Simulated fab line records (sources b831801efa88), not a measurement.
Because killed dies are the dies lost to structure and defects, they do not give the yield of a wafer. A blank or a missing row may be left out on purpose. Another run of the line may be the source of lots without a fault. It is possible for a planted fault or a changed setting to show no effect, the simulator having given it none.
What tool caused it? + flow sky130 + at 1 step of a route of 708, 12 lots with 36 wafers sampled

WHAT THE GAUGES SHOWED, per wafer
SKY_SD_N_CD_MEAS_07 targets a cd of 380 nm.
| lot  | measured     | on       | cdNm (nm)         |
|------|--------------|----------|-------------------|
| L673 | day 27 22:25 | cdSem-01 | 379.1 379.2 377.9 |
| L674 | day 28 05:40 | cdSem-01 | 378.8 376.4 377.8 |
| L676 | day 28 22:56 | cdSem-02 | 380.6 380.6 381.5 |
| L677 | day 29 16:14 | cdSem-01 | 380.2 380.5 381.7 |
| L680 | day 30 06:20 | cdSem-01 | 379.8 377.9 376.7 |
| L683 | day 31 01:02 | cdSem-01 | 378.8 379.3 380.3 |
| L684 | day 31 22:59 | cdSem-02 | 380.9 378.3 378.7 |
| L685 | day 32 06:38 | cdSem-02 | 385.3 383.2 384.4 |
| L687 | day 32 14:13 | cdSem-02 | 379.5 379.7 379.9 |
| L691 | day 33 21:55 | cdSem-02 | 379.4 380.2 381.5 |
| L693 | day 34 09:46 | cdSem-02 | 379.1 378.7 379.4 |
| L696 | day 35 06:35 | cdSem-01 | 381.6 380.8 382.0 |

WHAT TOOL EACH LOT RAN ON (gives the tool, then ch and the chambers of the sampled wafers, and finally the start)
The record holds no process step before these readings.

AS READ BY THE TOOLS THEMSELVES (means over the sampled wafers that have a number; for cases with no such wafer, the mark the record gives instead)
The record holds no such reading with a usual standard deviation.

THE ANSWER, worked out from the rows above alone
Rule: the usual values come from the lots themselves. Put in order of their means at a reading, lots are off if they are a third of the lots or fewer, leave a main group of 4 or more, and stand apart from it by a gap of 3 or more times the standard deviation of the main group's means; of several such gaps the widest counts. A main group is skipped when, at the precision printed for the reading in the tables above, its means are all equal. A lot without any number at a reading at which 4 lots or more have one is off too. Any other lot the step has rows for is counted as sound. The gauges are gone through in route order, then the tools' own readings, and for those a lot's mean is taken as printed above. The first step at which some lot is off is used, and at that step the reading that is off furthest; a lot without a number counts as furthest.
Across all readings shown, no lot is off: no conclusion can be drawn from this.

WHAT WAS PUT IN BY THE SIMULATOR
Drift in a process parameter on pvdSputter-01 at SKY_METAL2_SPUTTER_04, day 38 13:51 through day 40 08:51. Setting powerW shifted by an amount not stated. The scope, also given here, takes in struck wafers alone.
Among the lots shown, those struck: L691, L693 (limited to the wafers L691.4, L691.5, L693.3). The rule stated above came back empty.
